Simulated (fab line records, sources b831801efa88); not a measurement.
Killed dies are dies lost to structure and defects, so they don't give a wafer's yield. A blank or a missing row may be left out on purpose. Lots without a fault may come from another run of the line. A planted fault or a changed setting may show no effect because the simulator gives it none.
Tool commonality check | flow sky130 | 10 lots, 30 wafers sampled

WHY IT WAS OPENED
At SKY_VT_ADJUST_NCORE_CD_MEAS_07 the reading cd_nm is flagged on 4 of 10 lots. Wafers without a fault read 380.3 nm, standard deviation 2.1.
Rule: a lot is flagged when every wafer of it that has a number lies more than 4 standard deviations from that mean, or none has a number. The other lots count as sound.

lot  | measured     | on        | cd_nm (nm), wafer by wafer | flag
L309 | day 8 20:14  | cd_sem-02 | 383.0 381.3 380.6          |
L310 | day 8 22:22  | cd_sem-02 | 378.8 378.0 377.3          |
L312 | day 9 10:41  | cd_sem-01 | 377.8 379.4 377.6          |
L314 | day 9 23:38  | cd_sem-02 | 407.6 406.8 408.2          | FLAGGED
L315 | day 10 07:29 | cd_sem-01 | 408.1 408.6 408.7          | FLAGGED
L316 | day 10 14:53 | cd_sem-02 | 405.3 407.2 408.5          | FLAGGED
L320 | day 11 20:53 | cd_sem-02 | 394.9 395.3 394.3          | FLAGGED
L324 | day 13 00:26 | cd_sem-01 | 379.1 380.1 379.3          |
L325 | day 13 06:15 | cd_sem-01 | 379.6 381.1 380.9          |
L328 | day 14 09:50 | cd_sem-02 | 382.2 381.4 381.6          |
The numbers of the flagged lots are 404.5 nm on average: +24.2 nm against the usual, or +12 standard deviations.

WHICH TOOL RAN EACH LOT
The record holds 3 process steps before the reading, out of a route of 708 steps. In each cell: the tool, then ch and the chambers that the sampled wafers went through, then the start.
lot  | flag    | SKY_VT_ADJUST_HVTP_STRIP_10          | SKY_VT_ADJUST_LVTN_STRIP_09          | SKY_VT_ADJUST_NCORE_EXPOSE_04
L309 |         | plasma_asher-01 ch 0,1, day 6 08:29  | plasma_asher-03 ch 0,1, day 7 03:52  | iline_stepper-01 ch 0, day 8 09:46
L310 |         | plasma_asher-02 ch 0,1, day 6 10:24  | plasma_asher-03 ch 0,1, day 7 05:40  | iline_stepper-01 ch 0, day 8 12:24
L312 |         | plasma_asher-04 ch 0,1, day 6 20:36  | plasma_asher-02 ch 0, day 7 16:31    | iline_stepper-02 ch 0, day 8 23:25
L314 | FLAGGED | plasma_asher-02 ch 0,1, day 7 07:56  | plasma_asher-01 ch 0,1, day 8 04:27  | iline_stepper-02 ch 0, day 9 12:56
L315 | FLAGGED | plasma_asher-01 ch 0,1, day 7 15:05  | plasma_asher-03 ch 0,1, day 8 11:58  | iline_stepper-02 ch 0, day 9 20:26
L316 | FLAGGED | plasma_asher-04 ch 0,1, day 7 22:51  | plasma_asher-02 ch 0,1, day 8 19:49  | iline_stepper-02 ch 0, day 10 03:26
L320 | FLAGGED | plasma_asher-01 ch 0,1, day 9 00:04  | plasma_asher-01 ch 0,1, day 9 22:36  | iline_stepper-02 ch 0, day 11 08:55
L324 |         | plasma_asher-01 ch 0,1, day 10 00:59 | plasma_asher-03 ch 0,1, day 10 23:43 | iline_stepper-01 ch 0, day 12 12:24
L325 |         | plasma_asher-01 ch 0,1, day 10 06:14 | plasma_asher-02 ch 0,1, day 11 05:04 | iline_stepper-01 ch 0, day 12 17:45
L328 |         | plasma_asher-04 ch 0,1, day 11 07:38 | plasma_asher-01 ch 0,1, day 12 07:21 | iline_stepper-01 ch 0, day 13 21:56
What these steps do:
- SKY_VT_ADJUST_HVTP_STRIP_10: strips in O2/N2.
- SKY_VT_ADJUST_LVTN_STRIP_09: strips in O2/N2.
- SKY_VT_ADJUST_NCORE_EXPOSE_04: exposes mask LVTN COMPLEMENT THIN, target cd 380 nm.
- SKY_VT_ADJUST_NCORE_CD_MEAS_07: target cd 380 nm.

FLAGGED OVER TOTAL, TOOL BY TOOL (the gauges that took the reading come last)
step                           | tool             | lots run | flagged | share of the flagged lots | sound lots run after its first flagged lot
SKY_VT_ADJUST_HVTP_STRIP_10    | plasma_asher-01  | 5        | 2       | some                      | 2 (L324,L325)
SKY_VT_ADJUST_HVTP_STRIP_10    | plasma_asher-02  | 2        | 1       | some                      | 0
SKY_VT_ADJUST_HVTP_STRIP_10    | plasma_asher-04  | 3        | 1       | some                      | 1 (L328)
SKY_VT_ADJUST_LVTN_STRIP_09    | plasma_asher-01  | 3        | 2       | some                      | 1 (L328)
SKY_VT_ADJUST_LVTN_STRIP_09    | plasma_asher-02  | 3        | 1       | some                      | 1 (L325)
SKY_VT_ADJUST_LVTN_STRIP_09    | plasma_asher-03  | 4        | 1       | some                      | 1 (L324)
SKY_VT_ADJUST_NCORE_EXPOSE_04  | iline_stepper-01 | 5        | 0       | none                      | -
SKY_VT_ADJUST_NCORE_EXPOSE_04  | iline_stepper-02 | 5        | 4       | all                       | 0
SKY_VT_ADJUST_NCORE_CD_MEAS_07 | cd_sem-01        | 4        | 1       | some                      | 2 (L324,L325)
SKY_VT_ADJUST_NCORE_CD_MEAS_07 | cd_sem-02        | 6        | 3       | some                      | 1 (L328)

WHAT THE TABLE ALLOWS
1 row of the table ran every flagged lot: iline_stepper-02 at SKY_VT_ADJUST_NCORE_EXPOSE_04.
- iline_stepper-02 at SKY_VT_ADJUST_NCORE_EXPOSE_04: 4 of its 5 lots flagged. Its last sound lot is L312 (day 8 23:25), its first flagged lot L314 (day 9 12:56): a fault that began between those two fits. Its own readings lie more than 4 standard deviations out on every wafer of the flagged lots: exposure_dose_mJ_cm2.
One tool is left: iline_stepper-02 at SKY_VT_ADJUST_NCORE_EXPOSE_04.

WHAT THE SIMULATOR HAD PUT IN
Process parameter drift: iline_stepper-02, from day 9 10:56 on, at SKY_VT_ADJUST_NCORE_EXPOSE_04. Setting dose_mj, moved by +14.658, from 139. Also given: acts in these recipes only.
Lots struck among those shown: L314, L315, L316, L320. The rule above found the same.
